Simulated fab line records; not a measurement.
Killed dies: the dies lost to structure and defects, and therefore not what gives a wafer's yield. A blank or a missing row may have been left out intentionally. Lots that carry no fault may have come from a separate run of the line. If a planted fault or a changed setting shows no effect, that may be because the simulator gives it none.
The tool behind it: which one?    flow gf180mcu    13 lots with 38 wafers sampled at 2 steps, on a route of 602 steps

== WHAT THE GAUGES READ, wafer by wafer ==
GF_LVPWELL_TW_MEAS_11.
lot   measured     on             LVPWELL_TW
L968  day 3 20:21  film metro-04  564 562 557
L969  day 4 03:03  film metro-04  562 562 561
L970  day 4 07:09  film metro-04  561 563 560
L971  day 4 14:54  film metro-01  563 565 563
L972  day 4 18:44  film metro-04  563 561 561
L973  day 5 02:42  film metro-03  550 549 552
L975  day 5 12:23  film metro-03  551 548
L976  day 5 19:58  film metro-03  552 550 553
L977  day 6 00:56  film metro-03  553 553 551
L978  day 6 04:57  film metro-04  559 558 557
L980  day 6 16:41  film metro-01  561 563 568
L981  day 6 21:50  film metro-03  553 552 555
L989  day 8 21:17  film metro-01  562 562 564

== TOOL THAT RAN EACH LOT (tool first, then ch and the chambers of the sampled wafers, then the start) ==
lot   GF_DNWELL_EXPOSE_04
L968  iline stepper-01 ch 0, day 2 11:15
L969  iline stepper-01 ch 0, day 2 17:47
L970  iline stepper-01 ch 0, day 2 20:50
L971  iline stepper-01 ch 0, day 3 04:46
L972  iline stepper-01 ch 0, day 3 09:28
L973  iline stepper-02 ch 0, day 3 15:34
L975  iline stepper-02 ch 0, day 4 00:37
L976  iline stepper-01 ch 0, day 4 08:02
L977  iline stepper-01 ch 0, day 4 12:46
L978  iline stepper-01 ch 0, day 4 16:39
L980  iline stepper-02 ch 0, day 5 03:39
L981  iline stepper-01 ch 0, day 5 08:14
L989  iline stepper-01 ch 0, day 7 05:22
- GF_DNWELL_EXPOSE_04: exposes mask DNWELL, target cd 1700 nm.

== WHAT THE TOOLS THEMSELVES READ (means of the sampled wafers that have a number; where no wafer has one, the mark that the record gives instead) ==
GF_DNWELL_EXPOSE_04.
lot   tool              reticle temp C (C)
L968  iline stepper-01  23.10
L969  iline stepper-01  22.96
L970  iline stepper-01  23.03
L971  iline stepper-01  22.97
L972  iline stepper-01  23.10
L973  iline stepper-02  22.91
L975  iline stepper-02  23.09
L976  iline stepper-01  23.09
L977  iline stepper-01  23.05
L978  iline stepper-01  22.81
L980  iline stepper-02  23.14
L981  iline stepper-01  23.04
L989  iline stepper-01  23.15

== THE ANSWER, worked out from the rows above alone ==
Rule: what is usual is taken from the lots themselves. Put in order of their means at a reading, lots are off if they are a third of the lots or fewer, leave a main group of 4 or more, and stand apart from it by a gap of 3 or more times the standard deviation of the main group's means; of several such gaps the widest counts. If all means in a main group match to the digits the tables above print for the reading, that group is not used. Also off: a lot with no number at a reading for which 4 or more lots have one. The other lots that the step has rows for count as sound. First the gauges in route order, then the tools' own readings, where a lot's mean is used as printed above. The first step at which some lot is off is used, and at that step the reading that is off furthest; a lot without a number counts as furthest.
None of the lots is off at any reading shown; this tells nothing.

== WHAT THE SIMULATOR HAD PUT IN ==
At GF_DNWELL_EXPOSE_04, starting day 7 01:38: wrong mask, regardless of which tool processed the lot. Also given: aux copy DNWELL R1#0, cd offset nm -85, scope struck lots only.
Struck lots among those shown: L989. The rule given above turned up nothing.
